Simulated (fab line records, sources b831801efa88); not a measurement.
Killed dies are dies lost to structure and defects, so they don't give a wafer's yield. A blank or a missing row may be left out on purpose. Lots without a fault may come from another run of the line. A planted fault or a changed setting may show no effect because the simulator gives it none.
A struck lot beside a sound one | flow sky130 | 16 steps out of a route of 708
Sound: wafers L150.4, L150.5, L150.6. Struck: wafers L142.1, L142.4. The cause comes at the end.
At each step with rows: each side's tool, then ch and its chambers, then its first start. Under that, the readings that differ: sound wafers | struck wafers | difference of the means | sigmas: that difference in standard deviations of wafers without a fault.
alike: readings whose means differ by less than 2 such deviations, and words and numbers that are the same on both sides. not compared: withheld readings, readings that some wafer has no value for, bounds like >300 that may hide the same value, and numbers for which the record gives no deviation and whose values overlap.
The two part at a step that has a row with sigmas, a row that says differs or no value, or rows on one side only. Numbers that don't overlap but have no deviation are shown without sigmas and don't part them. A reading that every wafer of one side lacks parts them only if that side has two wafers or more.

first, 8 steps without rows for these wafers: SKY_METAL2_DEHYDRATE_07 (time 60 s); SKY_METAL2_HMDS_08 (prime time 60 s); SKY_METAL2_COAT_09 (resist thk 60 nm); SKY_METAL2_COAT_10 (resist thk 450 nm); SKY_METAL2_SOFTBAKE_11 (time 90 s); SKY_METAL2_EXPOSE_12 (exposes mask MM2, target cd 140 nm); SKY_METAL2_PEB_13; SKY_METAL2_DEVELOP_14 (develop time 60 s).
SKY_METAL2_CD_MEAS_15: target cd 140 nm.
  sound on cd_sem-01, day 40 12:08; struck on cd_sem-01, day 38 00:52
  alike: cd_nm
SKY_METAL2_OVL_MEAS_16:
  sound on overlay-02, day 40 12:15; struck on overlay-02, day 38 00:59
  alike: METAL2_OVL
SKY_METAL2_DESCUM_17: chemistry O2, time 8 s.
  sound on rie_metal-04 ch 0,1, day 40 12:17; struck on rie_metal-03 ch 1, day 38 01:01
  alike: drypump_motor_current_A, oes_product_au
  not compared: rf_hours_counter_h
SKY_METAL2_ETCH_18: etches BARC in N2/H2, stops on SiO2, time 45.9 s, target depth 60 nm.
  sound on rie_metal-04 ch 0,1, day 40 12:19; struck on rie_metal-03 ch 1, day 38 01:03
  alike: drypump_motor_current_A, oes_product_au, run_length_s, throttle_valve_pct
  not compared: rf_hours_counter_h
SKY_METAL2_METAL_ETCH_19: etches the open film in Cl2/BCl3, stops on SiO2, target depth 360 nm, time 78 s.
  sound on rie_metal-04 ch 0,1, day 40 12:23; struck on rie_metal-03 ch 1, day 38 01:07
  reading                                       | sound             | struck      | difference | sigmas
  oes_product_au (a.u.)                         | 0.858 0.854 0.862 | 0.980 0.980 | +0.122     | +21
  run_length_s (s)                              | 106.2 105.8 106.7 | 96.8 96.8   | -9.4       | -24
  model.KrF-thick_of_METAL2_COAT_10.thk_nm (nm) | 151.7 152.2 154.4 | 186 186.6   | +34        |
  alike: drypump_motor_current_A, throttle_valve_pct
  not compared: rf_hours_counter_h
SKY_METAL2_STRIP_20: strips in O2/N2.
  sound on plasma_asher-03 ch 0,1, day 40 12:29; struck on plasma_asher-02 ch 0,1, day 38 01:12
  reading                      | sound             | struck      | difference | sigmas
  oes_product_au (a.u.)        | 0.331 0.345 0.344 | 0.350 0.363 | +0.017     | +3
  strip_time_to_endpoint_s (s) | 2.62 2.62 2.66    | 2.99 3.00   | +0.36      | +7
  alike: drypump_motor_current_A
  not compared: rf_hours_counter_h
then, 1 step without rows for these wafers: SKY_METAL2_STRIP_21 (strips in post etch residue remover, time 1200 s).
-- the record jumps here: 10 days lie between the struck wafers' starts before and after (it left off in module METAL2 and takes up again in module PAD_OPEN, whose first step shown is number 708 of the route) --
SKY_PAD_OPEN_PROBE_99:
  the record has rows for the struck wafers here (prober-01, day 48 04:30) and none for the sound ones

WHERE THEY PART
First at SKY_METAL2_METAL_ETCH_19; last, within this record, at SKY_PAD_OPEN_PROBE_99.

WHY: what the simulator had put in
Process parameter drift: rie_metal-03, from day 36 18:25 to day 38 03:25, at SKY_METAL2_METAL_ETCH_19. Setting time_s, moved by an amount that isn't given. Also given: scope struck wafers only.
